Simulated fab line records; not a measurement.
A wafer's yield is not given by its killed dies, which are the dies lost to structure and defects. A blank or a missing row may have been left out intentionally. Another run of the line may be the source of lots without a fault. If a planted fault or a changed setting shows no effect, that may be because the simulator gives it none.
Which tool is to blame? ; flow gf180mcu ; Sampling: 6 lots, 18 wafers, 2 of 602 route steps

## WHAT THE GAUGES READ, wafer by wafer
GF_PSD_RS_MEAS_14: measurement is done with a four-point probe.
lot;measured;on;NSD_RS (ohm/sq)
L501;day 14 16:29;film-metro-04;46.21 46.15 45.95
L503;day 15 03:44;film-metro-03;46.07 46.15 46.02
L508;day 16 18:08;film-metro-01;46.25 46.28 46.19
L512;day 18 14:15;film-metro-03;42.27 42.31 42.25
L515;day 19 08:22;film-metro-04;42.19 42.12 42.17
L522;day 22 10:37;film-metro-04;46.09 46.20 46.26

## TOOL THAT RAN EACH LOT (tool first, then ch and the chambers of the sampled wafers, then the start)
lot;GF_PSD_RTA_13
L501;rtp-anneal-02 ch 0, day 14 16:23
L503;rtp-anneal-01 ch 0, day 15 03:38
L508;rtp-anneal-01 ch 0, day 16 18:03
L512;rtp-anneal-02 ch 0, day 18 14:10
L515;rtp-anneal-02 ch 0, day 19 08:17
L522;rtp-anneal-02 ch 0, day 22 10:32
- GF_PSD_RTA_13: time 20 s.

## THE ANSWER, worked out from the rows above alone
Rule: usual is defined by the lots themselves. The widest of any qualifying gaps counts: lots, ordered by their means at a reading, are off when they make up no more than a third of the lots, leave a main group of 4 or more, and stand apart from it by 3 or more times the standard deviation of that group's means. The tables above print the reading to a certain number of digits; a main group whose means all agree to those digits is not used. Also off: a lot with no number at a reading for which 4 or more lots have one. The other lots that the step has rows for count as sound.
Off: at GF_PSD_RS_MEAS_14 (NSD_RS), L512, L515. The main group: mean 46.15 ohm/sq, standard deviation 0.064.
A tool fits if, at a process step before that reading, it ran every lot that is off, and no sound lot after the first of them. Those tools and the gauges at GF_PSD_RS_MEAS_14 are tried in the same way. Of those tried, none fits.

## WHAT WAS PUT IN BY THE SIMULATOR
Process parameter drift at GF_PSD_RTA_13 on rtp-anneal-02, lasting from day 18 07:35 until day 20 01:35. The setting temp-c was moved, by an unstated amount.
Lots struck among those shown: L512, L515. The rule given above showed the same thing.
